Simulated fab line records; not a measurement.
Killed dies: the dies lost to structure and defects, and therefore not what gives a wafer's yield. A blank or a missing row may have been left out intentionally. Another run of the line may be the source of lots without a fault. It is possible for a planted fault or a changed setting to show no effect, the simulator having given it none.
The tool behind it: which one?	flow gf180mcu	Sampling: 13 lots, 39 wafers, 4 of 602 route steps

## WHAT THE GAUGES READ, wafer by wafer
GF_V5_THK_MEAS_01.
lot	measured	on	V5_CVD_00_THK (nm)
L453	day 26 04:21	filmMetro-03	299 298 298
L455	day 26 21:38	filmMetro-02	298 302 294
L456	day 27 06:58	filmMetro-02	302 302 298
L457	day 27 10:22	filmMetro-02	296 304 305
L463	day 29 16:34	filmMetro-03	301 299 302
L468	day 31 02:04	filmMetro-03	303 294 300
L469	day 31 09:46	filmMetro-04	306 305 301
L470	day 31 13:41	filmMetro-03	299 307 296
L471	day 31 16:44	filmMetro-03	303 303 301
L472	day 31 22:57	filmMetro-04	305 301 301
L473	day 32 06:22	filmMetro-02	296 298 295
L474	day 32 12:20	filmMetro-03	297 300 296
L475	day 32 14:53	filmMetro-04	305 298 302

GF_PASSIVATION_THK_MEAS_03.
lot	measured	on	PASSIVATION_CVD_02_THK (nm)
L453	day 28 00:28	filmMetro-01	700 707 704
L455	day 28 17:14	filmMetro-04	707 710 692
L456	day 29 02:22	filmMetro-03	706 707 717
L457	day 29 04:31	filmMetro-01	692 685 698
L463	day 31 08:16	filmMetro-04	697 709 706
L468	day 32 15:51	filmMetro-04	693 698 697
L469	day 32 23:28	filmMetro-03	693 693 703
L470	day 33 01:45	filmMetro-01	690 695 698
L471	day 33 05:15	filmMetro-04	697 709 703
L472	day 33 11:44	filmMetro-01	698 681 705
L473	day 33 18:08	filmMetro-01	688 692 708
L474	day 33 23:48	filmMetro-03	686 684 706
L475	day 34 01:44	filmMetro-03	692 712 701

## TOOL THAT RAN EACH LOT (tool first, then ch and the chambers of the sampled wafers, then the start)
lot	GF_SALICIDE_WET_ETCH_01	GF_V5_SPUTTER_22
L453	wetBench-02 ch 3, day 15 00:11	pvdSputter-03, day 27 02:06
L455	wetBench-03 ch 1, day 15 19:07	pvdSputter-04, day 27 19:28
L456	wetBench-03 ch 0, day 16 04:32	pvdSputter-04, day 28 05:05
L457	wetBench-01 ch 0, day 16 09:16	pvdSputter-03, day 28 07:55
L463	wetBench-03 ch 1, day 18 23:54	pvdSputter-04, day 30 12:28
L468	wetBench-02 ch 3, day 20 20:59	pvdSputter-02, day 31 20:40
L469	wetBench-02 ch 1, day 21 05:41	pvdSputter-03, day 32 04:58
L470	wetBench-02 ch 1, day 21 12:22	pvdSputter-02, day 32 07:20
L471	wetBench-01 ch 0, day 21 18:40	pvdSputter-04, day 32 11:20
L472	wetBench-02 ch 0, day 22 00:49	pvdSputter-02, day 32 17:11
L473	wetBench-03 ch 1, day 22 10:33	pvdSputter-03, day 33 00:13
L474	wetBench-02 ch 0, day 22 18:58	pvdSputter-02, day 33 06:18
L475	wetBench-03 ch 2, day 23 00:46	pvdSputter-03, day 33 08:44
- GF_SALICIDE_WET_ETCH_01: etches SiO2 in dHF, target depth 5 nm, time 100 s.
- GF_V5_SPUTTER_22: material TiN, target thk 10 nm, time 40 s.

## WHAT THE TOOLS THEMSELVES READ (means of the sampled wafers that have a number; where no wafer has one, the mark that the record gives instead)
GF_V5_SPUTTER_22.
lot	tool	throttleValvePct (%)
L453	pvdSputter-03	30.1
L455	pvdSputter-04	29.2
L456	pvdSputter-04	29.6
L457	pvdSputter-03	29.8
L463	pvdSputter-04	29.8
L468	pvdSputter-02	30.0
L469	pvdSputter-03	29.4
L470	pvdSputter-02	29.2
L471	pvdSputter-04	29.7
L472	pvdSputter-02	30.1
L473	pvdSputter-03	29.8
L474	pvdSputter-02	29.4
L475	pvdSputter-03	30.2

## THE ANSWER, worked out from the rows above alone
Rule: what is usual is taken from the lots themselves. The widest of any qualifying gaps counts: lots, ordered by their means at a reading, are off when they make up no more than a third of the lots, leave a main group of 4 or more, and stand apart from it by 3 or more times the standard deviation of that group's means. A main group is skipped when, at the precision printed for the reading in the tables above, its means are all equal. A lot without any number at a reading at which 4 lots or more have one is off too. Where the step has rows for the other lots, those lots are counted as sound. First the gauges in route order, then the tools' own readings, where a lot's mean is used as printed above. The first step at which some lot is off is used, and at that step the reading that is off furthest; a lot without a number counts as furthest.
None of the lots is off at any reading shown; this tells nothing.

## WHAT THE SIMULATOR PUT IN
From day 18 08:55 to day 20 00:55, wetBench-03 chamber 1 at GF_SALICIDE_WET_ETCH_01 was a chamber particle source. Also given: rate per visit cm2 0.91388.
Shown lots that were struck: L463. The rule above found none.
